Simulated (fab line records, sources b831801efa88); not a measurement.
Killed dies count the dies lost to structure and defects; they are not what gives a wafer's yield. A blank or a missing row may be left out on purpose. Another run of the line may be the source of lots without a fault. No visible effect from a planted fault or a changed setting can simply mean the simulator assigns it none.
Split-lot experiment	flow gf180mcu	23 wafers read across 5 lots, on a route 602 steps long

ON THE SPLIT
At GF_STI_WET_ETCH_17 (etches Si3N4 in H3PO4, target depth 45 nm, time 514 s), the setting time_s was moved away from the recipe's 514 s on 10 of the 23 wafers read, by -11.7% to +13.7%. This setting was run at the recipe's value on the other wafers.

The split's own step is where the reading is taken.

THE READING
Si3N4_of_STI_CVD_03.thk_nm (the simulator's own value, which no gauge read), in nm, at GF_STI_WET_ETCH_17 (etches Si3N4 in H3PO4, target depth 45 nm, time 514 s). There is no usual value for it anywhere in the file. Across the 13 wafers here that went through the recipe, the average is 161.2 nm and the standard deviation 1.5 nm.

wafer	tool, chamber at the split	time_s as run, s	against the recipe	Si3N4_of_STI_CVD_03.thk_nm, nm	against lot-mates on the recipe
L076.1	-, -	514	recipe	159.6	-
L076.2	-, -	514	recipe	159.9	-
L076.3	-, -	514	recipe	159	-
L076.4	-, -	514	recipe	159.4	-
L076.6	-, -	514	recipe	161.1	-
L079.2	wet_bench-04, 0	514	recipe	161.5	-
L079.4	wet_bench-04, 0	514	recipe	160.5	-
L079.5	wet_bench-04, 0	514	recipe	160	-
L080.1	-, -	454.1	-11.7%	170.5	no lot-mate on the recipe
L080.2	-, -	454.1	-11.7%	170.8	no lot-mate on the recipe
L080.3	-, -	454.1	-11.7%	170	no lot-mate on the recipe
L080.5	-, -	454.1	-11.7%	170.7	no lot-mate on the recipe
L080.6	-, -	454.1	-11.7%	169.7	no lot-mate on the recipe
L081.1	-, -	514	recipe	163.2	-
L081.2	-, -	514	recipe	162.3	-
L081.3	-, -	514	recipe	162.3	-
L081.4	-, -	514	recipe	162.7	-
L081.6	-, -	514	recipe	163.9	-
L083.1	-, -	584.3	+13.7%	158.8	no lot-mate on the recipe
L083.2	-, -	584.3	+13.7%	157	no lot-mate on the recipe
L083.4	-, -	584.3	+13.7%	156.9	no lot-mate on the recipe
L083.5	-, -	584.3	+13.7%	159	no lot-mate on the recipe
L083.6	-, -	584.3	+13.7%	159.3	no lot-mate on the recipe

THE FIT
A straight line over all 23 wafers: Si3N4_of_STI_CVD_03.thk_nm changes by -0.467 nm for each +1% of time_s; r = -0.87; the points scatter about the line by 2.3 nm.
Too few moved wafers have a lot-mate on the recipe to fit a line with each lot's own level taken away.

THE FILE'S OWN FIT
Si3N4_of_STI_CVD_03.thk_nm changes by -0.465 nm for each +1% of time_s, r = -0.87.
